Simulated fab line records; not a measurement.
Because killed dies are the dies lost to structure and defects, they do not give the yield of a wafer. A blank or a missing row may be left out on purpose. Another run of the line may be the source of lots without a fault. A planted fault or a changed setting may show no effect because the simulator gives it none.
A single fault, viewed from 2 desks	flow sky130	each desk has only its own numbers; what lay behind them comes last

## FROM THE METROLOGY DESK
Means of the sampled wafers that have a number, per lot and without regard to the tool the lot ran on: this is what the gauges read. Marked OUT: a lot whose mean sits more than 4 standard deviations from the usual mean, which makes it out of limits; the brackets give that distance.
Columns: A = cd-nm at SKY_SONOS_ONO_CD_MEAS_13, usual 408.3 nm; B = LDD_P_TW at SKY_LDD_P_TW_MEAS_11, usual 636; C = METAL1_ALCU_RS at SKY_METAL1_RS_MEAS_05, usual 0.1262 ohm/sq; D = METAL1_ALCU_THK at SKY_METAL1_THK_MEAS_06, usual 248 nm
lot	first seen here	A	B	C	D
L572	day 12 21:55	404.8	639	0.1289	242
L573	day 13 05:40	407.0	640	0.1288	246
L574	day 14 00:46	408.0	635	0.1259	249
L576	day 14 04:09	406.6	638	0.1277	244
L578	day 15 04:19	408.5	616 (-6.1) OUT	0.1275	243
L579	day 15 08:25	406.9	616 (-6.1) OUT	0.1253	247
L580	day 15 15:45	405.8	640	0.1251	254
L584	day 17 04:17	407.4	637	0.1273	247
L587	day 17 23:16	409.5	633	0.1233	256
L588	day 18 07:12	404.9	634	0.1258	251
L590	day 18 18:53	411.1	633	0.1268	245
L593	day 19 16:44	408.5	632	0.1263	246
L595	day 20 13:10	408.8	639	0.1259	247
This desk reports L578, L579 out of limits; the earliest was L578 at day 21 18:28 (LDD_P_TW at SKY_LDD_P_TW_MEAS_11). Within limits: L572, L573, L574, L576, L580, L584, L587, L588, L590, L593, L595.

## FOR THE TOOL OWNER'S DESK: implanter-04
The tool's own readings at SKY_LDD_P_IMPLANT_09: means of the sampled wafers that have a number, for each lot that ran on this tool. Marked OUT: a lot whose mean sits more than 4 standard deviations from the usual mean, which makes it out of limits; the brackets give that distance.
Columns: A = dose-ions-cm2 at SKY_LDD_P_IMPLANT_09, usual 9.998e+12; B = faraday-current-uA at SKY_LDD_P_IMPLANT_09, usual 56.5
lot	first seen here	A	B
L572	day 19 04:31	1.000e+13	55.8
L576	day 20 16:31	9.995e+12	57.8
L578	day 21 18:13	9.129e+12 (-72) OUT	51.3 (-4.8) OUT
L579	day 21 22:22	9.113e+12 (-74) OUT	51.1 (-4.9) OUT
L588	day 25 02:41	9.991e+12	56.6
L595	day 27 10:35	9.991e+12	56.6
This desk finds L578, L579 out of limits, L578 being first, at day 21 18:13 (dose-ions-cm2 at SKY_LDD_P_IMPLANT_09). Within limits: L572, L576, L588, L595.

## ALL TOGETHER
On L578, L579, at day 21 18:13, an alarm was possible from the tool owner's desk.
Metrology desk: alarm possible at day 21 18:28 on L578, L579.
Of the lots named, all ran SKY_LDD_P_IMPLANT_09 on implanter-04.

## WHAT THE SIMULATOR HAD INSERTED
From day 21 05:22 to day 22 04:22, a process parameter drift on implanter-04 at SKY_LDD_P_IMPLANT_09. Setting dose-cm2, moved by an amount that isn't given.
Lots struck among those shown: L578, L579.
Hours from the fault's start to each desk's first reading out of limits: the tool owner's desk, 13; the metrology desk, 13.
